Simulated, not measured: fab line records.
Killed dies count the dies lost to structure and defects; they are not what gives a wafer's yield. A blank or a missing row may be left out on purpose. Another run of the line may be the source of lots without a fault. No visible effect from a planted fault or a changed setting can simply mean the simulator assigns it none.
Problem report, 8D (eight disciplines) form, completed by code    flow sky130    the parts of the form that need people (team, actions taken, sign-off) are left out

== 1. PROBLEM STATEMENT ==
Across 6 wafers from 3 lots, VIA4_HDPCVD_THK at SKY_VIA4_THK_MEAS_01 averages 2562 nm, while fault-free wafers read 1752 nm with a standard deviation of 16. That is +51 standard deviations from the usual mean.
First seen on wafer L996.2, day 46 13:18, on film_metro-02. Wafers with a number at this step in the record: 36, from 12 lots. By rule, "out" or "out of limits" means more than 4 standard deviations away from the usual mean. The rest of the wafers with a number are treated as sound.

== 2. WHAT IT IS AND WHAT IT IS NOT ==
question                     is                                              is not
which readings at this step  VIA4_HDPCVD_THK                                 -
which lots                   L996, L998, L999                                L977, L979, L981, L984, L985, L986, L989, L994, L997
which wafers of those lots   L996.2, L996.6, L998.1, L998.4, L999.2, L999.6  L996.5, L998.6, L999.5
read on which gauges         film_metro-01, film_metro-02                    -
when                         from day 46 13:18                               up to then (25 sound wafers); but 5 sound wafers of L997, L998, L999 came after

== 3. WHAT RULES OUT EACH SUSPECT ==
Counting: any tool at a process step up to the reading remains a suspect provided it ran every lot that is out. Sound lots after the first of them don't rule it out here, since some wafers of a struck lot are sound.
- the gauge at SKY_VIA4_THK_MEAS_01 is ruled out. Those wafers that are out were read across 2 gauges (film_metro-01, film_metro-02).
- hdpcvd-01 at SKY_VIA4_HDPCVD_00 (deposits SiO2, target thk 1750 nm, time 291.7 s): kept. It processed each lot that is out (first: L996, day 46 13:07); up to then, its last sound lot is L994 (day 46 04:43). Its own readings are out on those wafers: run_length_s.
- Within hdpcvd-01 at SKY_VIA4_HDPCVD_00, the wafers that are out were processed in chamber 0 and their sound lot-mates in chamber 2.
Left after counting: hdpcvd-01 at SKY_VIA4_HDPCVD_00.

== 4. THE CAUSE (what the simulator had put in) ==
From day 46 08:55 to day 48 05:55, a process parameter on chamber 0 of hdpcvd-01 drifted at SKY_VIA4_HDPCVD_00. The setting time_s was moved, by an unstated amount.
Counting left only this tool.

== 5. THE EFFECT CHAIN, in route order ==
Each row: a reading where the mean over the struck wafers with a number is more than 3 standard deviations away from the usual. Only readings for which the record gives a usual standard deviation are gone through. hours: the time from each lot's start at the first step in this table that gives one to its start at this step, as a median over the lots. sigmas: the change in usual standard deviations.
hours  step                  reading          usual    on struck wafers  change  sigmas
0      SKY_VIA4_HDPCVD_00    run_length_s     319.5 s  451.3             +131.8  +99 or more
0      SKY_VIA4_THK_MEAS_01  VIA4_HDPCVD_THK  1752 nm  2562              +810    +51
Process steps it contains:
- SKY_VIA4_HDPCVD_00: deposits SiO2, target thk 1750 nm, time 291.7 s.

== 6. WHAT WOULD HAVE CAUGHT IT SOONER ==
Counted from the fault's start at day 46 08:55, it took 4 hours until the first out-of-limits reading at a measuring or inspecting step in this record, taken at day 46 13:18.
The tool's own readings at SKY_VIA4_HDPCVD_00 were out on every struck wafer that the step has a row for (run_length_s): an alarm limit on them would have fired on the first of those.
Lots out: 3; of these, L998, L999 started SKY_VIA4_HDPCVD_00 on hdpcvd-01 after day 46 13:18. A hold on the tool at that time would have spared those 2.
